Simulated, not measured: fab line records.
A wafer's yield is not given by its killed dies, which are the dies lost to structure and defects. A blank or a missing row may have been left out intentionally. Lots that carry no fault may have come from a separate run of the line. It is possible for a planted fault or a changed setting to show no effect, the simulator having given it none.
2 desks, one fault -- flow gf180mcu -- only its own numbers are on each desk; what lay behind them is given at the end

== AT THE METROLOGY DESK ==
What the gauges read, lot by lot, whatever tool the lot ran on: means of the sampled wafers that have a number. The brackets show how far a lot's mean lies from the usual mean; more than 4 standard deviations puts the lot out of limits, marked OUT. It has 9 readings; the 7 that lie furthest out on some lot are the ones shown.
Columns: A = V2_CVD_00_THK at GF_V2_THK_MEAS_01, usual 599 nm; B = V2_BOW at GF_V2_BOW_MEAS_05, usual 99 um; C = cd-nm at GF_V2_CD_MEAS_14, usual 260.1 nm; D = V2_W_RS at GF_V2_RS_MEAS_24, usual 0.327 ohm/sq; E = V2_W_THK at GF_V2_THK_MEAS_25, usual 349 nm; F = M3_ALCU_RS at GF_M3_RS_MEAS_05, usual 0.0694 ohm/sq; G = M3_ALCU_THK at GF_M3_THK_MEAS_06, usual 453 nm
lot,first seen here,A,B,C,D,E,F,G
L500,day 20 21:06,600,90,260.4,0.329,342,0.0707,442
L506,day 23 11:22,605,100,259.6,0.332,345,0.0702,447
L512,day 24 16:12,596,100,261.5,0.325,351,0.0705,445
L513,day 25 09:23,594,107,263.1,0.327,344,0.0685,454
L517,day 26 10:47,599,119,261.6,0.330,348,0.0691,458
L520,day 27 09:17,607,98,259.5,0.326,350,0.0696,453
Result from this desk: across the 6 lots, nothing is out of limits.

== TOOL OWNER'S DESK, krf-scanner-01 ==
The tool's own readings at GF_V2_EXPOSE_11 (exposes mask Via2, target cd 260 nm): means of the sampled wafers that have a number, for each lot that ran on this tool. The brackets show how far a lot's mean lies from the usual mean; more than 4 standard deviations puts the lot out of limits, marked OUT.
Columns: A = exposure-dose-mJ-cm2 at GF_V2_EXPOSE_11, usual 38.00
lot,first seen here,A
L500,day 21 09:47,38.01
L506,day 23 19:08,38.05
L512,day 25 04:47,37.98
L513,day 25 19:40,37.96
Result from this desk: across the 4 lots, nothing is out of limits.

== BROUGHT TOGETHER ==
At the metrology desk, nothing out of limits was observed.
Nothing out of limits was seen by the tool owner's desk.

== WHAT WAS PUT IN BY THE SIMULATOR ==
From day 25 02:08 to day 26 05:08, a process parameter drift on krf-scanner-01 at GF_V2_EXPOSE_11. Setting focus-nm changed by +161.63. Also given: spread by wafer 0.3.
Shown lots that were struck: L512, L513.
